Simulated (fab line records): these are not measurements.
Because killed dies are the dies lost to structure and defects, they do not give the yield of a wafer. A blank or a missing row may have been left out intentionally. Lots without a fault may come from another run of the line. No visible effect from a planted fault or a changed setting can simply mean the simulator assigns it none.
Split-lot trial :: flow gf180mcu :: 23 wafers read across 5 lots, on a route 602 steps long

THE SPLIT
At GF_PSD_COAT_02 (resist thk 1000 nm), the setting spin-rpm was moved away from the recipe's 3000 rpm on 7 of the 23 wafers read, by -6.4% to +7.3%. For the rest of the wafers, this setting stayed at what the recipe calls for.

The split's own step is where the reading is taken.

THE READING
NOVOLAK_of_PSD_COAT_02.thk-nm (the simulator's own value, which no gauge read), in nm, at GF_PSD_COAT_02 (resist thk 1000 nm). No usual value for it is given in the file. Here, 16 wafers ran the recipe; their average is 1000.6 nm with a standard deviation of 2.8 nm.

wafer: L074.1
tool, chamber at the split: litho-track-02, 0
spin-rpm as run, rpm: 3000
against the recipe: recipe
NOVOLAK_of_PSD_COAT_02.thk-nm, nm: 1001
against lot-mates on the recipe: -

wafer: L074.2
tool, chamber at the split: litho-track-02, 0
spin-rpm as run, rpm: 3000
against the recipe: recipe
NOVOLAK_of_PSD_COAT_02.thk-nm, nm: 1000
against lot-mates on the recipe: -

wafer: L074.3
tool, chamber at the split: litho-track-02, 0
spin-rpm as run, rpm: 3000
against the recipe: recipe
NOVOLAK_of_PSD_COAT_02.thk-nm, nm: 999.7
against lot-mates on the recipe: -

wafer: L074.5
tool, chamber at the split: litho-track-02, 0
spin-rpm as run, rpm: 3000
against the recipe: recipe
NOVOLAK_of_PSD_COAT_02.thk-nm, nm: 1002
against lot-mates on the recipe: -

wafer: L074.6
tool, chamber at the split: litho-track-02, 0
spin-rpm as run, rpm: 3000
against the recipe: recipe
NOVOLAK_of_PSD_COAT_02.thk-nm, nm: 997.4
against lot-mates on the recipe: -

wafer: L077.2
tool, chamber at the split: litho-track-04, 0
spin-rpm as run, rpm: 2809
against the recipe: -6.4%
NOVOLAK_of_PSD_COAT_02.thk-nm, nm: 1029
against lot-mates on the recipe: +33.0

wafer: L077.3
tool, chamber at the split: litho-track-04, 0
spin-rpm as run, rpm: 3000
against the recipe: recipe
NOVOLAK_of_PSD_COAT_02.thk-nm, nm: 997.3
against lot-mates on the recipe: -

wafer: L077.4
tool, chamber at the split: litho-track-04, 0
spin-rpm as run, rpm: 3000
against the recipe: recipe
NOVOLAK_of_PSD_COAT_02.thk-nm, nm: 994.7
against lot-mates on the recipe: -

wafer: L077.5
tool, chamber at the split: litho-track-04, 0
spin-rpm as run, rpm: 2809
against the recipe: -6.4%
NOVOLAK_of_PSD_COAT_02.thk-nm, nm: 1028
against lot-mates on the recipe: +32.0

wafer: L077.6
tool, chamber at the split: litho-track-04, 0
spin-rpm as run, rpm: 2809
against the recipe: -6.4%
NOVOLAK_of_PSD_COAT_02.thk-nm, nm: 1031
against lot-mates on the recipe: +35.0

wafer: L079.1
tool, chamber at the split: litho-track-01, 0
spin-rpm as run, rpm: 3000
against the recipe: recipe
NOVOLAK_of_PSD_COAT_02.thk-nm, nm: 1000
against lot-mates on the recipe: -

wafer: L079.4
tool, chamber at the split: litho-track-01, 0
spin-rpm as run, rpm: 3000
against the recipe: recipe
NOVOLAK_of_PSD_COAT_02.thk-nm, nm: 1000
against lot-mates on the recipe: -

wafer: L079.2
tool, chamber at the split: litho-track-01, 0
spin-rpm as run, rpm: 3087
against the recipe: +2.9%
NOVOLAK_of_PSD_COAT_02.thk-nm, nm: 984
against lot-mates on the recipe: -17.7

wafer: L079.3
tool, chamber at the split: litho-track-01, 0
spin-rpm as run, rpm: 3087
against the recipe: +2.9%
NOVOLAK_of_PSD_COAT_02.thk-nm, nm: 987.8
against lot-mates on the recipe: -13.9

wafer: L079.5
tool, chamber at the split: litho-track-01, 0
spin-rpm as run, rpm: 3000
against the recipe: recipe
NOVOLAK_of_PSD_COAT_02.thk-nm, nm: 1005
against lot-mates on the recipe: -

wafer: L080.1
tool, chamber at the split: litho-track-01, 0
spin-rpm as run, rpm: 3218
against the recipe: +7.3%
NOVOLAK_of_PSD_COAT_02.thk-nm, nm: 968.6
against lot-mates on the recipe: -31.1

wafer: L080.2
tool, chamber at the split: litho-track-01, 0
spin-rpm as run, rpm: 3000
against the recipe: recipe
NOVOLAK_of_PSD_COAT_02.thk-nm, nm: 999.7
against lot-mates on the recipe: -

wafer: L080.3
tool, chamber at the split: litho-track-01, 0
spin-rpm as run, rpm: 3000
against the recipe: recipe
NOVOLAK_of_PSD_COAT_02.thk-nm, nm: 998.5
against lot-mates on the recipe: -

wafer: L080.4
tool, chamber at the split: litho-track-01, 0
spin-rpm as run, rpm: 3218
against the recipe: +7.3%
NOVOLAK_of_PSD_COAT_02.thk-nm, nm: 963.2
against lot-mates on the recipe: -36.5

wafer: L080.6
tool, chamber at the split: litho-track-01, 0
spin-rpm as run, rpm: 3000
against the recipe: recipe
NOVOLAK_of_PSD_COAT_02.thk-nm, nm: 1001
against lot-mates on the recipe: -

wafer: L082.1
tool, chamber at the split: litho-track-02, 0
spin-rpm as run, rpm: 3000
against the recipe: recipe
NOVOLAK_of_PSD_COAT_02.thk-nm, nm: 1003
against lot-mates on the recipe: -

wafer: L082.3
tool, chamber at the split: litho-track-02, 0
spin-rpm as run, rpm: 3000
against the recipe: recipe
NOVOLAK_of_PSD_COAT_02.thk-nm, nm: 1005
against lot-mates on the recipe: -

wafer: L082.5
tool, chamber at the split: litho-track-02, 0
spin-rpm as run, rpm: 3000
against the recipe: recipe
NOVOLAK_of_PSD_COAT_02.thk-nm, nm: 1005
against lot-mates on the recipe: -

THE FIT
A straight line over all 23 wafers: NOVOLAK_of_PSD_COAT_02.thk-nm changes by -4.66 nm for each +1% of spin-rpm; r = -0.99; the points scatter about the line by 2.8 nm.
The same after taking each lot's own level away (the mean of its wafers on the recipe; 23 wafers): -5 nm for each +1%; r = -0.99; scatter 2 nm.
According to that fit, moving spin-rpm by its largest amount changes the reading by 36 nm.
The span of the lots' own levels, 996.00 to 1004.33 nm, comes to 2.9 times the standard deviation stated above.
The two slopes agree, so the slope changes little with the lot-to-lot level.
Check: -37.7 nm against its lot-mates is what the line predicts for one of the wafers moved furthest among these (+7.3%) when that wafer is left out of the fit. It came out at -31.1 nm against them.

ADDITIONAL SPLITS CARRIED BY THESE WAFERS
Before the reading, these wafers also passed through other splits. Each is held against what the fit with the lots' levels taken away leaves over:
other split on the same wafers: GF_DUAL_GATE_OXIDATION_15 temp-c
wafers away from the commonest value: 15
r with NOVOLAK_of_PSD_COAT_02.thk-nm (lot level and that fit taken away): -0.15

other split on the same wafers: GF_POLY_GATE_ETCH_13 bias-w
wafers away from the commonest value: 7
r with NOVOLAK_of_PSD_COAT_02.thk-nm (lot level and that fit taken away): +0.05

other split on the same wafers: GF_HV_LDD_EXPOSE_04 dose-mj
wafers away from the commonest value: 7
r with NOVOLAK_of_PSD_COAT_02.thk-nm (lot level and that fit taken away): +0.46

other split on the same wafers: GF_HV_LDD_STRIP_22 platen-temp-c
wafers away from the commonest value: 6
r with NOVOLAK_of_PSD_COAT_02.thk-nm (lot level and that fit taken away): +0.20

other split on the same wafers: GF_HV_LDD_DEVELOP_30 dev-temp-c
wafers away from the commonest value: 8
r with NOVOLAK_of_PSD_COAT_02.thk-nm (lot level and that fit taken away): +0.08

other split on the same wafers: GF_HV_LDD_CVD_54 target-thk-nm
wafers away from the commonest value: 18
r with NOVOLAK_of_PSD_COAT_02.thk-nm (lot level and that fit taken away): -0.12

other split on the same wafers: GF_NSD_COAT_02 spin-rpm
wafers away from the commonest value: 6
r with NOVOLAK_of_PSD_COAT_02.thk-nm (lot level and that fit taken away): +0.08

other split on the same wafers: GF_NSD_IMPLANT_10 energy-kev
wafers away from the commonest value: 8
r with NOVOLAK_of_PSD_COAT_02.thk-nm (lot level and that fit taken away): +0.06

THE WHOLE CHAIN: every reading that the file lists as answering this split, in the file's order
step: GF_PSD_COAT_02
what it does: resist thk 1000 nm
reading: NOVOLAK_of_PSD_COAT_02.thk-nm (the simulator's own value, which no gauge read)
change (the file's fit): -4.95 nm for each +1% of the setting
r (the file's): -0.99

step: GF_PSD_STRIP_10
what it does: strips in O2/N2
reading: strip-time-to-endpoint-s
change (the file's fit): withheld for each +1% of the setting
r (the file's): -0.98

FILE'S OWN FIT
NOVOLAK_of_PSD_COAT_02.thk-nm changes by -4.95 nm for each +1% of spin-rpm, r = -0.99.
